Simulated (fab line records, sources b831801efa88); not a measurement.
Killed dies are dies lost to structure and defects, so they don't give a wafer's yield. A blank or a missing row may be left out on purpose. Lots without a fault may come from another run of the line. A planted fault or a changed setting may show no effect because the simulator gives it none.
A struck lot beside a sound one | flow sky130 | 26 steps out of a route of 708
Sound: wafers L802.1, L802.2, L802.3. Struck: wafers L814.1, L814.2, L814.3. The cause comes at the end.
At each step with rows: each side's tool, then ch and its chambers, then its first start. Under that, the readings that differ: sound wafers | struck wafers | difference of the means | sigmas: that difference in standard deviations of wafers without a fault.
alike: readings whose means differ by less than 2 such deviations, and words and numbers that are the same on both sides. not compared: withheld readings, readings that some wafer has no value for, bounds like >300 that may hide the same value, and numbers for which the record gives no deviation and whose values overlap.
The two part at a step that has a row with sigmas, a row that says differs or no value, or rows on one side only. Numbers that don't overlap but have no deviation are shown without sigmas and don't part them. A reading that every wafer of one side lacks parts them only if that side has two wafers or more.

first, 3 steps without rows for these wafers: SKY_FIELD_ISO_WET_ETCH_30 (etches SiO2 in dHF, target depth 25 nm, time 50 s); SKY_NWELL_CLEAN_00 (cleans in SC1/SC2, time 150 s); SKY_NWELL_OXIDATION_01 (stabilise 600 s, purge 300 s, target thk 10 nm).
SKY_NWELL_THK_MEAS_02:
  sound on film_metro-03, day 3 12:50; struck on film_metro-03, day 6 01:22
  alike: NWELL_OXIDATION_THK
then, 8 steps without rows for these wafers: SKY_DNWELL_DEHYDRATE_00 (time 60 s); SKY_DNWELL_HMDS_01 (prime time 60 s); SKY_DNWELL_COAT_02 (resist thk 3000 nm); SKY_DNWELL_SOFTBAKE_03; SKY_DNWELL_EXPOSE_04 (exposes mask DNM, target cd 3000 nm); SKY_DNWELL_PEB_05; SKY_DNWELL_DEVELOP_06 (develop time 60 s); SKY_DNWELL_IMPLANT_07.
SKY_DNWELL_STRIP_08: strips in O2/N2.
  sound on plasma_asher-02 ch 0,1, day 4 05:22; struck on plasma_asher-02 ch 0,1, day 6 21:37
  no value came back on the struck wafers for chamber_pressure_mTorr (mTorr), drypump_motor_current_A (A), oes_product_au (a.u.), strip_time_to_endpoint_s (s); on the sound wafers chamber_pressure_mTorr (mTorr) reads 1498.3 1499.6 1499.8
  reading                                  | sound | struck         | difference | sigmas
  model.coat_of_DNWELL_COAT_02.thk_nm (nm) | 0 0 0 | 2996 2994 2989 | +2993      |
  not compared: rf_hours_counter_h
SKY_DNWELL_TW_MEAS_09:
  sound on film_metro-01, day 4 05:28; struck on film_metro-02, day 6 21:43
  reading   | sound          | struck         | difference | sigmas
  DNWELL_TW | 1107 1108 1106 | 1141 1140 1137 | +32        | +2
then, 7 steps without rows for these wafers: SKY_PWDE_DEHYDRATE_00 (time 60 s); SKY_PWDE_HMDS_01 (prime time 60 s); SKY_PWDE_COAT_02 (resist thk 3000 nm); SKY_PWDE_SOFTBAKE_03; SKY_PWDE_EXPOSE_04 (exposes mask PWDEM, target cd 840 nm); SKY_PWDE_PEB_05; SKY_PWDE_DEVELOP_06 (develop time 60 s).
SKY_PWDE_OVL_MEAS_07:
  sound on overlay-02, day 4 23:26; struck on overlay-02, day 7 18:29
  alike: PWDE_OVL
then, 1 step without rows for these wafers: SKY_PWDE_IMPLANT_08.
SKY_PWDE_STRIP_09: strips in O2/N2.
  sound on plasma_asher-04 ch 0,1, day 4 23:38; struck on plasma_asher-04 ch 0,1, day 7 18:41
  reading                      | sound             | struck            | difference | sigmas
  oes_product_au (a.u.)        | 0.727 0.729 0.724 | 0.735 0.744 0.751 | +0.017     | +4
  strip_time_to_endpoint_s (s) | 37.07 37.02 37.04 | 81.18 81.14 81.02 | +44.07     | +99 or more
  alike: chamber_pressure_mTorr, drypump_motor_current_A
  not compared: rf_hours_counter_h
SKY_PWDE_TW_MEAS_10:
  sound on film_metro-02, day 4 23:44; struck on film_metro-01, day 7 18:47
  reading | sound       | struck   | difference | sigmas
  PWDE_TW | 381 382 380 | 30 30 30 | -351       | -75
then, 1 step without rows for these wafers: SKY_NWELL_DEHYDRATE_03 (time 60 s).

WHERE THEY PART
First at SKY_DNWELL_STRIP_08; last, within this record, at SKY_PWDE_TW_MEAS_10.

WHY: what the simulator had put in
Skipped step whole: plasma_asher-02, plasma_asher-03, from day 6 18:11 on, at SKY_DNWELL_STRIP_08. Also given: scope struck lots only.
